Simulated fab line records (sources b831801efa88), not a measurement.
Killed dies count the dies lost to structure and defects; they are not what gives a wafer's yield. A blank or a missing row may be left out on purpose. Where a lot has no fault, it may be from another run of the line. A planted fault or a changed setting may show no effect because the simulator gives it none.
A lot that was struck, set against a sound lot ; flow sky130 ; 15 steps out of a route of 708
Sound: wafers L408.2, L408.3, L408.6. The struck wafers were L402.3, L402.4, L402.6. The cause is named last.
Each step with rows lists, per side, the tool, then ch with its chambers, then its first start. Under that, the readings that differ: sound wafers ; struck wafers ; difference of the means ; sigmas: that difference in standard deviations of wafers without a fault.
alike: same words and numbers on both sides, and readings whose means sit less than 2 such deviations apart. not compared: any withheld reading, any reading some wafer has no value for, any bound like >300 that may hide the same value, and any number with overlapping values for which the record gives no deviation.
The two part at a step that has a row with sigmas, a row that says differs or no value, or rows on one side only. When numbers do not overlap yet have no deviation, they are printed without sigmas and do not part them. A reading that every wafer of one side lacks parts them only if that side has two wafers or more.

first, 3 steps without rows for these wafers: SKY_METAL2_EXPOSE_12 (exposes mask MM2, target cd 140 nm); SKY_METAL2_PEB_13; SKY_METAL2_DEVELOP_14 (develop time 60 s).
SKY_METAL2_CD_MEAS_15: the cd target is 140 nm.
  struck on cd-sem-01, day 39 11:26; sound on cd-sem-02, day 41 07:53
  alike: cd-nm
SKY_METAL2_OVL_MEAS_16:
  struck on overlay-01, day 39 11:32; sound on overlay-02, day 41 07:59
  alike: METAL2_OVL
SKY_METAL2_DESCUM_17: chemistry O2, time 8 s.
  sound on rie-metal-01 ch 0,1, day 41 08:01; struck on rie-metal-03 ch 0,1, day 39 11:34
  alike: drypump-motor-current-A, oes-product-au
  not compared: rf-hours-counter-h
SKY_METAL2_ETCH_18: etches BARC in N2/H2, stops on SiO2, time 45.9 s, target depth 60 nm.
  sound on rie-metal-01 ch 0,1, day 41 08:03; struck on rie-metal-03 ch 0,1, day 39 11:37
  alike: drypump-motor-current-A, oes-product-au, throttle-valve-pct
  not compared: rf-hours-counter-h
SKY_METAL2_METAL_ETCH_19: etches the open film in Cl2/BCl3, stops on SiO2, target depth 360 nm, time 78 s.
  sound on rie-metal-01 ch 0,1, day 41 08:07; struck on rie-metal-03 ch 0,1, day 39 11:41
  alike: drypump-motor-current-A, oes-product-au, throttle-valve-pct
  not compared: rf-hours-counter-h
SKY_METAL2_STRIP_20: strips in O2/N2.
  sound on plasma-asher-02 ch 0, day 41 08:13; struck on plasma-asher-01 ch 0,1, day 39 11:46
  alike: drypump-motor-current-A, oes-product-au, strip-time-to-endpoint-s
  not compared: rf-hours-counter-h
then, 3 steps without rows for these wafers: SKY_METAL2_STRIP_21 (strips in post etch residue remover, time 1200 s); SKY_METAL2_CLEAN_22 (cleans in IPA, time 180 s); SKY_METAL2_CLEAN_23 (cleans in O3/DIW).
SKY_VIA2_HDPCVD_00: deposits SiO2, target thk 1180 nm, time 196.7 s.
  sound on hdpcvd-02 ch 0,2, day 41 08:52; struck on hdpcvd-01 ch 1,2, day 39 12:20
reading;sound;struck;difference;sigmas
sih4-flow-sccm (sccm);59.86 59.69 59.91;90.04 90.12 90.13;+30.28;+99 or more
model.SiO2_of_VIA2_HDPCVD_00.thk-nm (nm);1184 1188 1177;1779 1787 1773;+597;
  alike: susceptor-temp-C
SKY_VIA2_THK_MEAS_01:
  struck on film-metro-01, day 39 12:29; sound on film-metro-01, day 41 08:59
reading;sound;struck;difference;sigmas
VIA2_HDPCVD_THK (nm);1184 1188 1177;1780 1788 1773;+597;+50
SKY_VIA2_CMP_02: polishes SiO2.
  sound on cmp-01 ch 1,3, day 41 09:04; struck on cmp-01 ch 0,1,3, day 39 12:38
  alike: head-pressure-psi, motor-current-A

## WHERE THEY PART
At SKY_VIA2_HDPCVD_00 first; at SKY_VIA2_THK_MEAS_01 last (within this record only). Later steps at which nothing parts them and some readings are alike: SKY_VIA2_CMP_02.

WHY: what the simulator had put in
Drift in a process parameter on hdpcvd-01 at SKY_VIA2_HDPCVD_00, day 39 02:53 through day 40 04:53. A move of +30 in setting sih4-flow-sccm, from 60. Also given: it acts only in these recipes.
